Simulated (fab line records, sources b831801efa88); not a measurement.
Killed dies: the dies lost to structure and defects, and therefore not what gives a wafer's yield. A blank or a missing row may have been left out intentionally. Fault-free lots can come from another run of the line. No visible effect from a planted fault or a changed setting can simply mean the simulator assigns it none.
Which tool was responsible?    flow gf180mcu    18 wafers from 6 lots sampled at 2 of the route's 602 steps

## WHAT EACH GAUGE READ, for each wafer
GF_V4_BOW_MEAS_05.
lot   measured      on             V4_BOW (um)
L334  day 24 18:01  film-metro-04  140 130 139
L335  day 25 14:40  film-metro-04  120 135 124
L341  day 27 09:17  film-metro-02  137 135 139
L346  day 28 16:43  film-metro-04  158 155 151
L351  day 29 16:32  film-metro-02  118 109 132
L354  day 30 23:34  film-metro-02  125 121 121

## WHAT TOOL EACH LOT RAN ON (gives the tool, then ch and the chambers of the sampled wafers, and finally the start)
lot   GF_V3_ETCH_16
L334  rie-diel-03 ch 1,2,3, day 23 17:02
L335  rie-diel-01 ch 2,3, day 24 14:34
L341  rie-diel-01 ch 0,3, day 26 09:49
L346  rie-diel-04 ch 0,2,3, day 27 18:13
L351  rie-diel-04 ch 1,2, day 28 18:41
L354  rie-diel-04 ch 0,2,3, day 30 02:38
- GF_V3_ETCH_16: etches BARC in N2/H2.

## THE ANSWER, worked out from the rows above alone
Rule: the lots themselves supply what counts as usual. The widest of any qualifying gaps counts: lots, ordered by their means at a reading, are off when they make up no more than a third of the lots, leave a main group of 4 or more, and stand apart from it by 3 or more times the standard deviation of that group's means. If all means in a main group match to the digits the tables above print for the reading, that group is not used. A lot without any number at a reading at which 4 lots or more have one is off too. The other lots that the step has rows for count as sound.
No lot is off at any reading shown: from this, nothing can be told.

## WHAT HAD BEEN PUT IN BY THE SIMULATOR
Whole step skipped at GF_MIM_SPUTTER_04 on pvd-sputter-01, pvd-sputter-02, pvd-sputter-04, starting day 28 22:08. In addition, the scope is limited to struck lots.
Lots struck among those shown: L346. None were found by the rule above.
